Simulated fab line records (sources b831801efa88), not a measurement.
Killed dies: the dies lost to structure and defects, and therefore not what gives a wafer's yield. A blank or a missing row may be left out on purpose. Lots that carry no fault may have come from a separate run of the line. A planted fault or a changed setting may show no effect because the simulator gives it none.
2 desks, one fault    flow gf180mcu    every desk sees just its own numbers, and what lay behind them comes last

FROM THE METROLOGY DESK
What the gauges read, lot by lot, whatever tool the lot ran on: means of the sampled wafers that have a number. A lot is out of limits, marked OUT, if its mean lies more than 4 standard deviations from the usual mean; the brackets give that distance.
Columns: A = SAB_CVD_00_THK at GF_SAB_THK_MEAS_01, usual 49.8 nm; B = cd_nm at GF_SAB_CD_MEAS_09, usual 420.7 nm; C = SAB_OVL at GF_SAB_OVL_MEAS_10, usual 0.2 nm
lot   first seen here  A     B      C
L899  day 15 01:40     50.1  417.4  -0.2
L901  day 15 21:28     50.7  422.4  -0.7
L909  day 18 19:45     49.6  419.9  -2.1
L911  day 19 12:08     49.2  419.2  1.3
L919  day 22 03:32     49.2  421.2  -2.1
This desk's verdict: no lot among the 5 shows anything out of limits.

DESK OF THE TOOL OWNER: wet_bench-02
The tool's own readings at GF_SAB_WET_ETCH_12 (etches SiO2 in dHF, target depth 22 nm, time 440 s): means of the sampled wafers that have a number, for each lot that ran on this tool. A lot is out of limits, marked OUT, if its mean lies more than 4 standard deviations from the usual mean; the brackets give that distance.
Columns: A = run_length_s at GF_SAB_WET_ETCH_12, usual 468 s
lot   first seen here  A
L899  day 15 23:19     476
L901  day 16 20:03     471
L911  day 20 12:28     334 (-36) OUT
L919  day 23 02:21     464
This desk's verdict: out of limits on L911, starting with L911 at day 20 12:28 (run_length_s at GF_SAB_WET_ETCH_12). L899, L901, L919 stayed within limits.

TAKEN TOGETHER
An alarm could have come from the tool owner's desk at day 20 12:28, on L911.
At the metrology desk, nothing out of limits was observed.
The metrology desk holds a record of L911, inside its limits.
On wet_bench-02, each named lot ran GF_SAB_WET_ETCH_12.

WHAT HAD BEEN PUT IN BY THE SIMULATOR
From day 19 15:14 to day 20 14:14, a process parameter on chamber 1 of wet_bench-02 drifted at GF_SAB_WET_ETCH_12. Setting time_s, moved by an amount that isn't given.
Struck lots among those shown: L911.
How many hours passed from the start of the fault until each desk's first out-of-limits reading: the tool owner's desk, 21.
